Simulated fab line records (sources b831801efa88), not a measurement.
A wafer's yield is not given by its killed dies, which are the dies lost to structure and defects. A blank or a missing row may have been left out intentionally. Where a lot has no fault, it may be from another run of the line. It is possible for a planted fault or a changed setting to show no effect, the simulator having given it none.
fab line records | flow sky130
[record] lots = 6 | wafers = 18 | last-day = 50
route steps=708 shown CAPM@547 METAL3@555 PAD_OPEN@708
lots untouched by any fault: they come from a run of this same line in which no faults occurred
start-h: start of the lot's first displayed wafer, in hours after the record's first day | wait-h: hours elapsed since this lot's preceding step | " unchanged from the row above | L1.1+2: a single row standing in for several wafers | - value missing, or start not given | * or withheld: withheld | < > ~ a bound
route shown NAME@n: names a module that has steps shown in the file, with the first one's number in the route | usual: mean/standard deviation of fault-free wafers | same: alike in all rows | chamber/n: place in a boat | sites: per-site readings | _std_site: how widely they spread, as a standard deviation | _edge_site: outer sites' mean less inner sites' | radius-mm: for every site, how far away it sits from the centre of the wafer | mask NAME#n: copy n | behind: the last tool/chamber to shape the wafer | hold: the reason the lot was held/the length of the hold in hours/how it ended | device: transistor that didn't switch, given as n, p or np | end of line: the same wafers' tests at the end of the route | where a step has no rows: the recipe by itself | killed: dies that structure and defects cost at the first sort, which is not the same as the wafer's yield | map: a wafer's dies, x killed, . not, _ none there
set.NAME: the setting as run; set.NAME@STEP: as run at that earlier step | model.NAME: the simulator's own value behind a step, which no gauge read
lots at some steps of the route; a table a step, a row a wafer
services: a tool's chamber out of use, with start hour (start-h, from the record's first day; less than 0 if before it), hours out, and reason
[[steps]]
[step SKY_CAPM_PEB_10]
[recipe] temp-c = withheld | time-s = * | resist = NOVOLAK
[step SKY_CAPM_DEVELOP_11]
[recipe] resist = NOVOLAK | developer = TMAH | develop-time-s = 60 | dev-temp-c = 23
[step SKY_CAPM_OVL_MEAS_12]
[usual] CAPM_OVL = -0.8/1.3
lot.wafer | tool       | chamber | start-h | wait-h | CAPM_OVL[nm]
L618.2    | overlay-02 | -       | 868.67  | 0.1    | -1.1
L618.4    | "          | -       | "       | "      | 2.1
L618.6    | "          | -       | "       | "      | 1.8
L619.1    | overlay-01 | -       | 886.02  | 0.1    | -0.4
L619.5    | "          | -       | "       | "      | -0.9
L619.6    | "          | -       | "       | "      | 0.4
L625.1    | overlay-02 | -       | 942.42  | 0.1    | 1.7
L625.5    | "          | -       | "       | "      | 1.0
L625.6    | "          | -       | "       | "      | 0.3
L629.3    | overlay-02 | -       | 978.84  | 0.1    | 0.4
L629.4    | "          | -       | "       | "      | -0.9
L629.5    | "          | -       | "       | "      | -2.2
L633.2    | overlay-01 | -       | 991.67  | 0.1    | -1.4
L633.4    | "          | -       | "       | "      | -1.0
L633.6    | "          | -       | "       | "      | -1.7
L640.3    | overlay-01 | -       | 1031.88 | 0.1    | 1.8
L640.4    | "          | -       | "       | "      | -0.5
L640.6    | "          | -       | "       | "      | 0.6
[step SKY_CAPM_METAL_ETCH_13]
[recipe] target-depth-nm = 220 | stop-on = SiO2 | chemistry = Cl2/BCl3 | target = TiN | pressure-mtorr = 10 | icp-w = 900 | bias-w = 48.5 | Cl2_flow_sccm = 60 | bcl3-flow-sccm = 30 | time-s = 62.9
[usual] drypump-motor-current-A = 5.7/0.49 | oes-product-au = 0.939/0.0072 | throttle-valve-pct = 21.902/0.0097
lot.wafer | tool         | chamber | start-h | wait-h | drypump-motor-current-A | oes-product-au | rf-hours-counter-h | throttle-valve-pct
L618.2    | rie-metal-01 | 1       | 868.70  | 0.0    | 6.3                     | 0.936          | 12                 | 21.901
L618.4    | "            | 0       | "       | "      | 6.3                     | 0.944          | -                  | 21.898
L618.6    | "            | 1       | "       | "      | 6.3                     | 0.931          | -                  | 21.912
L619.1    | rie-metal-01 | 0       | 886.05  | 0.0    | 6.3                     | 0.929          | 2                  | 21.923
L619.5    | "            | 1       | "       | "      | 6.3                     | 0.942          | -                  | 21.884
L619.6    | "            | 0       | "       | "      | 6.3                     | 0.949          | -                  | 21.900
L625.1    | rie-metal-03 | 0       | 942.46  | 0.0    | 5.5                     | 0.938          | 6                  | 21.923
L625.5    | "            | 0       | "       | "      | 5.6                     | 0.936          | -                  | 21.888
L625.6    | "            | 1       | "       | "      | 5.0                     | 0.937          | -                  | 21.896
L629.3    | rie-metal-01 | 0       | 978.89  | 0.0    | 6.3                     | 0.933          | -                  | 21.886
L629.4    | "            | 1       | "       | "      | 6.3                     | 0.938          | -                  | 21.895
L629.5    | "            | 0       | "       | "      | 6.2                     | 0.940          | -                  | 21.890
L633.2    | rie-metal-03 | 0       | 991.70  | 0.0    | 5.6                     | 0.937          | 8                  | 21.905
L633.4    | "            | 0       | "       | "      | 5.6                     | 0.932          | -                  | 21.898
L633.6    | "            | 0       | "       | "      | 5.5                     | 0.943          | -                  | 21.918
L640.3    | rie-metal-03 | 0       | 1031.93 | 0.0    | 5.5                     | 0.940          | -                  | 21.894
L640.4    | "            | 1       | "       | "      | 5.0                     | 0.934          | -                  | 21.900
L640.6    | "            | 0       | "       | "      | 5.5                     | 0.933          | -                  | 21.896
[step SKY_CAPM_STRIP_14]
[recipe] chemistry = O2/N2 | power-w = 1400 | pressure-mtorr = 1500 | platen-temp-c = withheld | o2-flow-sccm = 3000 | n2-flow-sccm = 300 | overash-fraction = 0.5
[usual] drypump-motor-current-A = 6.04/0.29 | oes-product-au = 0.710/0.0044 | strip-time-to-endpoint-s = 12.65/0.051
lot.wafer | tool            | chamber | start-h | wait-h | drypump-motor-current-A | oes-product-au | rf-hours-counter-h | strip-time-to-endpoint-s
L618.2    | plasma-asher-02 | 0       | 868.78  | 0.1    | 5.89                    | 0.708          | 45                 | 12.65
L618.4    | "               | 1       | "       | "      | 5.56                    | 0.714          | -                  | 12.60
L618.6    | "               | 0       | "       | "      | 5.91                    | 0.705          | -                  | 12.69
L619.1    | plasma-asher-03 | 1       | 886.13  | 0.1    | 5.79                    | 0.715          | 73                 | 12.61
L619.5    | "               | 1       | "       | "      | 5.80                    | 0.714          | -                  | 12.65
L619.6    | "               | 0       | "       | "      | 6.45                    | 0.714          | -                  | 12.59
L625.1    | plasma-asher-04 | 0       | 942.54  | 0.1    | 6.06                    | 0.720          | 16                 | 12.72
L625.5    | "               | 0       | "       | "      | 6.03                    | 0.714          | -                  | 12.65
L625.6    | "               | 1       | "       | "      | 6.28                    | 0.707          | -                  | 12.63
L629.3    | plasma-asher-04 | 1       | 978.97  | 0.1    | 6.29                    | 0.714          | -                  | 12.58
L629.4    | "               | 0       | "       | "      | 5.99                    | 0.707          | -                  | 12.66
L629.5    | "               | 0       | "       | "      | 5.98                    | 0.702          | -                  | 12.61
L633.2    | plasma-asher-02 | 0       | 991.78  | 0.1    | 5.94                    | 0.707          | 57                 | 12.70
L633.4    | "               | 1       | "       | "      | 5.53                    | 0.710          | -                  | 12.69
L633.6    | "               | 0       | "       | "      | 5.93                    | 0.699          | -                  | 12.72
L640.3    | plasma-asher-04 | 0       | 1032.01 | 0.1    | 6.00                    | 0.713          | -                  | 12.79
L640.4    | "               | 1       | "       | "      | 6.27                    | 0.701          | -                  | 12.65
L640.6    | "               | 1       | "       | "      | 6.27                    | 0.711          | -                  | 12.71
[step SKY_CAPM_STRIP_15]
[recipe] chemistry = post-etch-residue-remover | time-s = 1200 | temp-c = 72.5
[step SKY_CAPM_CLEAN_16]
[recipe] chemistry = IPA | time-s = 180 | temp-c = 25
[step SKY_CAPM_CLEAN_17]
[recipe] chemistry = O3/DIW | dry = n2-spin
[step SKY_METAL3_DEHYDRATE_05]
[recipe] temp-c = 200 | time-s = 60
[step SKY_METAL3_HMDS_06]
[recipe] prime-time-s = 60 | prime-temp-c = 120
[step SKY_METAL3_COAT_07]
[recipe] resist = BARC | temp-c = withheld | time-s = withheld | spin-rpm = 3000 | resist-thk-nm = 60
[step SKY_METAL3_COAT_08]
[recipe] resist = KrF-thick | spin-rpm = 2961 | resist-thk-nm = 1140
[step SKY_METAL3_SOFTBAKE_09]
[recipe] temp-c = 100 | time-s = 90 | resist = KrF-thick
[usual] heater-power-total-W = 57.36/0.11 | run-length-s = 119.12/0.17
lot.wafer | tool           | chamber | start-h | wait-h | heater-power-total-W | run-length-s
L618.2    | litho-track-01 | 0       | 882     | -      | 57.56                | 119.29
L618.4    | "              | 0       | "       | "      | 57.33                | 118.95
L618.6    | "              | 0       | "       | "      | 57.46                | 119.01
L619.1    | litho-track-02 | 0       | 899     | -      | 57.54                | 119.15
L619.5    | "              | 0       | "       | "      | 57.30                | 119.11
L619.6    | "              | 0       | "       | "      | 57.22                | 119.22
L625.1    | litho-track-02 | 0       | 954     | -      | 57.28                | 128.00
L625.5    | "              | 0       | "       | "      | 57.40                | 128.00
L625.6    | "              | 0       | "       | "      | 57.32                | 127.99
L629.3    | litho-track-02 | 0       | 992     | -      | 57.39                | 128.00
L629.4    | "              | 0       | "       | "      | 57.50                | 128.18
L629.5    | "              | 0       | "       | "      | 57.40                | 128.01
L633.2    | litho-track-04 | 0       | 1002    | -      | 57.43                | 119.16
L633.4    | "              | 0       | "       | "      | 57.31                | 119.00
L633.6    | "              | 0       | "       | "      | 57.27                | 119.22
L640.3    | litho-track-01 | 0       | 1043    | -      | 57.42                | 119.12
L640.4    | "              | 0       | "       | "      | 57.50                | 119.03
L640.6    | "              | 0       | "       | "      | 57.50                | 118.94
[step SKY_METAL3_EXPOSE_10]
[recipe] mask-id = MM3 | na = 0.68 | source-shape = annular | sigma-inner = 0.4 | sigma-outer = 0.8 | target-cd-nm = 300 | dose-mj = 28
[step SKY_PAD_OPEN_PROBE_99]
[usual] defect-limited-yield = 82.5/1.9 | killed_at_M0_to_M3 = 44/7.3 | killed_at_M4_up = 3.1/1.9 | killed-at-contacts = 24/5.3 | killed-at-front-end = 15/4 | killed-at-other = 0.4/0.6 | killed-dies = 86/9.2 | killed-open = 47/6.9 | killed-short = 39/6.9 | sort_bin_3_pad_short = 0.8/0.41 | sort_bin_5_function = 10.6/1.5 | sort_bin_6_memory = 6.1/1.1 | sort-n-pass = 406/9.2 | sort-yield-pct = 82.5/1.9
[same] gross-dies = 492 | killed-at-back-side = 0 | sort_bin_4_leakage[%] = 0 | sort_bin_8_speed[%] = 0
lot.wafer | tool      | chamber | start-h | wait-h | defect-limited-yield[%] | killed_at_M0_to_M3 | killed_at_M4_up | killed-at-contacts | killed-at-front-end | killed-at-other | killed-dies | killed-open | killed-short | sort_bin_3_pad_short[%] | sort_bin_5_function[%] | sort_bin_6_memory[%] | sort-n-pass | sort-yield-pct[%]
L618.2    | prober-01 | -       | 1068.48 | 0.1    | 80.9                    | 53                 | 1               | 22                 | 18                  | 0               | 94          | 52          | 42           | 0.4                     | 12.6                   | 6.1                  | 398         | 80.9
L618.4    | prober-01 | -       | 1068.58 | 0.2    | 82.1                    | 39                 | 4               | 26                 | 19                  | 0               | 88          | 50          | 38           | 0.8                     | 12.0                   | 5.1                  | 404         | 82.1
L618.6    | prober-01 | -       | 1068.68 | 0.2    | 79.9                    | 54                 | 2               | 22                 | 21                  | 0               | 99          | 53          | 46           | 1.4                     | 12.2                   | 6.5                  | 393         | 79.9
L619.1    | prober-02 | -       | 1082.29 | 0.1    | 84.8                    | 35                 | 1               | 22                 | 16                  | 1               | 75          | 42          | 33           | 0.6                     | 9.8                    | 4.9                  | 417         | 84.8
L619.5    | prober-02 | -       | 1082.49 | 0.2    | 82.3                    | 42                 | 1               | 26                 | 18                  | 0               | 87          | 46          | 41           | 0.4                     | 12.6                   | 4.7                  | 405         | 82.3
L619.6    | prober-02 | -       | 1082.54 | 0.2    | 84.3                    | 44                 | 3               | 18                 | 12                  | 0               | 77          | 39          | 38           | 0.2                     | 10.6                   | 4.9                  | 415         | 84.3
L625.1    | prober-02 | -       | 1124.52 | 0.1    | 82.9                    | 39                 | 2               | 26                 | 17                  | 0               | 84          | 52          | 32           | 1.0                     | 11.6                   | 4.5                  | 408         | 82.9
L625.5    | prober-02 | -       | 1124.72 | 0.2    | 84.8                    | 31                 | 2               | 26                 | 16                  | 0               | 75          | 43          | 32           | 0.4                     | 7.7                    | 7.1                  | 417         | 84.8
L625.6    | prober-02 | -       | 1124.77 | 0.2    | 81.1                    | 48                 | 4               | 22                 | 19                  | 0               | 93          | 56          | 37           | 0.6                     | 11.2                   | 7.1                  | 399         | 81.1
L629.3    | prober-01 | -       | 1154.82 | 0.2    | 81.5                    | 47                 | 5               | 23                 | 16                  | 0               | 91          | 48          | 43           | 0.4                     | 13.6                   | 4.5                  | 401         | 81.5
L629.4    | prober-01 | -       | 1154.87 | 0.2    | 82.1                    | 46                 | 2               | 26                 | 14                  | 0               | 88          | 50          | 38           | 1.2                     | 9.8                    | 6.9                  | 404         | 82.1
L629.5    | prober-01 | -       | 1154.92 | 0.2    | 77.8                    | 61                 | 4               | 34                 | 10                  | 0               | 109         | 55          | 54           | 0.8                     | 14.2                   | 7.1                  | 383         | 77.8
L633.2    | prober-02 | -       | 1167.45 | 0.1    | 79.7                    | 54                 | 4               | 28                 | 13                  | 1               | 100         | 66          | 33           | 1.0                     | 10.0                   | 9.3                  | 392         | 79.7
L633.4    | prober-02 | -       | 1167.55 | 0.2    | 82.3                    | 50                 | 5               | 15                 | 17                  | 0               | 87          | 41          | 45           | 0.8                     | 10.6                   | 6.3                  | 405         | 82.3
L633.6    | prober-02 | -       | 1167.65 | 0.2    | 81.7                    | 46                 | 1               | 31                 | 12                  | 0               | 90          | 49          | 41           | 0.8                     | 11.8                   | 5.7                  | 402         | 81.7
L640.3    | prober-01 | -       | 1195.16 | 0.2    | 81.5                    | 37                 | 7               | 35                 | 12                  | 0               | 91          | 51          | 39           | 0.2                     | 11.4                   | 6.9                  | 401         | 81.5
L640.4    | prober-01 | -       | 1195.21 | 0.2    | 83.1                    | 35                 | 4               | 24                 | 20                  | 0               | 83          | 51          | 31           | 0.6                     | 10.6                   | 5.7                  | 409         | 83.1
L640.6    | prober-01 | -       | 1195.31 | 0.2    | 80.1                    | 45                 | 2               | 33                 | 18                  | 0               | 98          | 48          | 50           | 0.2                     | 12.6                   | 7.1                  | 394         | 80.1
// killed by level:class
L618.2 VIA1:geometric-particle:open=13 METAL2:geometric-particle:short=9 VIA2:geometric-particle:open=7 FIELD_ISO:geometric-particle:open=6 CONTACT:geometric-particle:open=6 LI_CONTACT:geometric-particle:open=5 VIA3:geometric-particle:open=5 VIA3:geometric-particle:short=4
L618.4 VIA1:geometric-particle:open=11 CONTACT:geometric-particle:open=10 LOCAL_INTERCONNECT:geometric-particle:short=8 VIA3:geometric-particle:open=5 FIELD_ISO:geometric-particle:open=5 LI_CONTACT:geometric-particle:open=5 METAL2:geometric-particle:short=5 VIA3:geometric-particle:short=5
L618.6 VIA1:geometric-particle:open=13 METAL2:geometric-particle:short=9 LI_CONTACT:geometric-particle:open=7 VIA2:geometric-particle:open=7 VIA3:geometric-particle:open=7 FIELD_ISO:geometric-particle:short=6 CONTACT:geometric-particle:open=6 LOCAL_INTERCONNECT:geometric-particle:short=6
L619.1 VIA1:geometric-particle:open=9 CONTACT:geometric-particle:open=8 LI_CONTACT:geometric-particle:open=7 FIELD_ISO:geometric-particle:short=6 VIA3:geometric-particle:open=5 FIELD_ISO:geometric-particle:open=4 VIA1:geometric-particle:short=4 METAL2:geometric-particle:short=4
L619.5 VIA3:geometric-particle:open=9 CONTACT:geometric-particle:short=8 VIA2:geometric-particle:open=8 METAL2:geometric-particle:short=6 LOCAL_INTERCONNECT:geometric-particle:short=6 CONTACT:geometric-particle:open=6 POLY_GATE:geometric-particle:open=5 VIA1:geometric-particle:open=5
L619.6 VIA1:geometric-particle:open=14 LI_CONTACT:geometric-particle:open=6 METAL2:geometric-particle:short=6 VIA3:geometric-particle:short=5 CONTACT:geometric-particle:short=5 VIA2:geometric-particle:open=5 CONTACT:geometric-particle:open=4 METAL1:geometric-particle:short=4
L625.1 CONTACT:geometric-particle:open=10 VIA2:geometric-particle:open=10 LI_CONTACT:geometric-particle:open=7 VIA1:geometric-particle:open=6 FIELD_ISO:geometric-particle:open=5 VIA1:geometric-particle:short=5 FIELD_ISO:geometric-particle:short=4 POLY_GATE:geometric-particle:open=4
L625.5 CONTACT:geometric-particle:open=9 POLY_GATE:geometric-particle:open=6 VIA1:geometric-particle:open=6 VIA2:geometric-particle:open=6 LI_CONTACT:geometric-particle:open=5 LOCAL_INTERCONNECT:geometric-particle:short=5 LI_CONTACT:geometric-particle:short=4 VIA3:geometric-particle:open=4
L625.6 CONTACT:geometric-particle:open=12 VIA1:geometric-particle:open=9 FIELD_ISO:geometric-particle:open=8 VIA3:geometric-particle:open=7 POLY_GATE:geometric-particle:open=5 METAL1:geometric-particle:short=5 VIA2:geometric-particle:open=5 METAL3:geometric-particle:short=5
L629.3 VIA1:geometric-particle:open=11 CONTACT:geometric-particle:open=8 VIA2:geometric-particle:open=8 METAL2:geometric-particle:short=8 METAL1:geometric-particle:short=6 LI_CONTACT:geometric-particle:open=5 VIA1:geometric-particle:short=5 FIELD_ISO:geometric-particle:open=4
L629.4 CONTACT:geometric-particle:open=9 LI_CONTACT:geometric-particle:open=8 VIA1:geometric-particle:open=8 METAL1:geometric-particle:short=6 FIELD_ISO:geometric-particle:open=5 LOCAL_INTERCONNECT:geometric-particle:short=5 METAL2:geometric-particle:short=5 VIA3:geometric-particle:short=5
L629.5 VIA1:geometric-particle:open=14 LOCAL_INTERCONNECT:geometric-particle:short=10 METAL2:geometric-particle:short=10 VIA3:geometric-particle:open=10 CONTACT:geometric-particle:open=9 LI_CONTACT:geometric-particle:open=7 VIA2:geometric-particle:open=7 METAL1:geometric-particle:short=6
L633.2 VIA1:geometric-particle:open=19 CONTACT:geometric-particle:open=12 LI_CONTACT:geometric-particle:open=8 VIA1:geometric-particle:short=7 POLY_GATE:geometric-particle:open=6 METAL2:geometric-particle:short=6 VIA3:geometric-particle:open=6 METAL1:geometric-particle:short=4
L633.4 VIA3:geometric-particle:open=10 VIA1:geometric-particle:open=10 METAL2:geometric-particle:short=8 VIA1:geometric-particle:short=6 VIA2:geometric-particle:open=5 FIELD_ISO:geometric-particle:short=4 POLY_GATE:geometric-particle:short=4 POLY_GATE:geometric-particle:open=4
L633.6 VIA1:geometric-particle:open=13 VIA1:geometric-particle:short=12 CONTACT:geometric-particle:open=11 LI_CONTACT:geometric-particle:open=7 POLY_GATE:geometric-particle:open=6 VIA3:geometric-particle:open=5 LOCAL_INTERCONNECT:geometric-particle:short=5 CONTACT:geometric-particle:short=5
L640.3 CONTACT:geometric-particle:open=12 LI_CONTACT:geometric-particle:open=12 VIA1:geometric-particle:open=11 LOCAL_INTERCONNECT:geometric-particle:short=7 VIA1:geometric-particle:short=5 VIA3:geometric-particle:short=5 METAL4:geometric-particle:short=4 METAL2:geometric-particle:short=3
L640.4 CONTACT:geometric-particle:open=12 VIA1:geometric-particle:open=11 VIA3:geometric-particle:open=8 FIELD_ISO:geometric-particle:open=4 POLY_GATE:geometric-particle:short=4 FIELD_ISO:geometric-particle:short=3 POLY_GATE:geometric-particle:open=3 SPACER:geometric-particle:open=3
L640.6 CONTACT:geometric-particle:open=10 LI_CONTACT:geometric-particle:open=8 METAL2:geometric-particle:short=8 FIELD_ISO:geometric-particle:open=7 CONTACT:geometric-particle:short=7 VIA3:geometric-particle:open=7 METAL1:geometric-particle:short=6 VIA1:geometric-particle:open=6
[[services]]
tool            | chamber | start-h | hours | kind
plasma-asher-03 | -       | 857.78  | 0.9   | repair
rie-metal-03    | 0       | 866.50  | 4.0   | repair
plasma-asher-04 | -       | 871.86  | 1.4   | repair
rie-metal-03    | 1       | 874.56  | -     | clean
rie-metal-03    | 1       | 874.56  | 16.4  | scheduled-down
rie-metal-03    | 1       | 874.56  | 16.4  | vent-cycle
litho-track-02  | -       | 924.12  | -     | consumable-replace:filter
litho-track-04  | -       | 1034.10 | -     | consumable-replace:filter
rie-metal-01    | 1       | 1040.23 | 2.7   | repair
[[key]]
[first-sign] step = SKY_METAL3_SOFTBAKE_09 | reading = run-length-s | direction = up | sigmas = 53 | usual = * | struck = *
effect none on later readings
met-at SKY_METAL3_SOFTBAKE_09
struck-wafers L625.1,L625.5,L625.6,L629.3,L629.4,L629.5
onset-between 899 954
[fault] kind = process-parameter-drift | tool = litho-track-02 | chamber = - | onset-h = 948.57 | steps = SKY_METAL3_SOFTBAKE_09 | channel = time-s | offset = * | shape = step | end-h = 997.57 | acts-in = * | stated = *
